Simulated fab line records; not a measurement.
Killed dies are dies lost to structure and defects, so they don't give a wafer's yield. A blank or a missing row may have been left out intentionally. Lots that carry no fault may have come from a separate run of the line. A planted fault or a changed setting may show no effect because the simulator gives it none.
Struck lot and sound lot, side by side / flow sky130 / 14 steps out of a route of 708
Sound: wafers L360.1, L360.4, L360.5. Struck: wafer L356.1 (left out: L356.4, a lot-mate that was not struck); the cause follows at the end.
Order at every step that has rows: each side's tool, ch and its chambers, its first start. Under that, the readings that differ: sound wafers / struck wafers / difference of the means / sigmas: that difference in standard deviations of wafers without a fault.
alike: same words and numbers on both sides, and readings whose means sit less than 2 such deviations apart. not compared: any withheld reading, any reading some wafer has no value for, any bound like >300 that may hide the same value, and any number with overlapping values for which the record gives no deviation.
A row with sigmas, a row that says differs or no value, or rows on one side alone: a step with any of these is where the two part. Numbers that don't overlap but have no deviation are shown without sigmas and don't part them. A reading that every wafer of one side lacks parts them only if that side has two wafers or more.

SKY_VIA3_CMP_02: polishes SiO2.
  sound on cmp-02 ch 0,1,3, day 42 12:52; struck on cmp-01 ch 1, day 41 11:00
reading=motor_current_A (A); sound=11.7 12.0 10.9; struck=13.8; difference=+2.3; sigmas=+3
reading=slurry_flow_ml_min; sound=150.4 151.1 150.5; struck=149.3; difference=-1.4; sigmas=-3
  alike: retaining_ring_pressure_frac
SKY_VIA3_BOW_MEAS_03:
  sound: film_metro-01 at day 42 13:07; struck: film_metro-03 at day 41 11:15
  alike: VIA3_BOW
then, 8 steps without rows for these wafers: SKY_VIA3_DEHYDRATE_04 (time 60 s); SKY_VIA3_HMDS_05 (prime time 60 s); SKY_VIA3_COAT_06 (resist thk 60 nm); SKY_VIA3_COAT_07 (resist thk 450 nm); SKY_VIA3_SOFTBAKE_08 (time 90 s); SKY_VIA3_EXPOSE_09 (exposes mask VIM3, target cd 200 nm); SKY_VIA3_PEB_10; SKY_VIA3_DEVELOP_11 (develop time 60 s).
SKY_VIA3_CD_MEAS_12: the cd target is 200 nm.
  sound: cd_sem-01 at day 43 12:12; struck: cd_sem-02 at day 42 10:33
  alike: cd_nm
SKY_VIA3_OVL_MEAS_13:
  sound: overlay-02 at day 43 12:19; struck: overlay-02 at day 42 10:40
  alike: VIA3_OVL
SKY_VIA3_ETCH_14: etches BARC in N2/H2, stops on SiO2, time 45.9 s, target depth 60 nm.
  sound on rie_diel-04 ch 0,1, day 43 12:21; struck on rie_diel-01 ch 3, day 42 10:43
reading=drypump_motor_current_A (A); sound=5.3 4.9 4.9; struck=5.9; difference=+0.9; sigmas=+2
reading=oes_product_au (a.u.); sound=0.851 0.845 0.850; struck=0.910; difference=+0.061; sigmas=+13
reading=run_length_s (s); sound=73.6 74.8 74.9; struck=70.3; difference=-4.1; sigmas=-8
reading=model.KrF-thick_of_VIA3_COAT_07.thk_nm (nm); sound=392.1 390.4 389.8; struck=393.3; difference=+2.5; sigmas=
  alike: chamber_pressure_mTorr, throttle_valve_pct
  not compared: bias_w, rf_hours_counter_h
SKY_VIA3_ETCH_15: etches SiO2 in C4F8/O2/Ar, stops on TiN, target depth 507 nm, time 78 s.
  sound on rie_diel-04 ch 0,1, day 43 12:24; struck on rie_diel-01 ch 3, day 42 10:45
reading=run_length_s (s); sound=105.7 106.8 107.0; struck=105.4; difference=-1.1; sigmas=-2
  alike: bias_w, chamber_pressure_mTorr, oes_product_au
  not compared: rf_hours_counter_h

## WHERE THEY PART
Last at SKY_VIA3_ETCH_15 as far as this record goes, first at SKY_VIA3_CMP_02.

WHY: what had been put in by the simulator
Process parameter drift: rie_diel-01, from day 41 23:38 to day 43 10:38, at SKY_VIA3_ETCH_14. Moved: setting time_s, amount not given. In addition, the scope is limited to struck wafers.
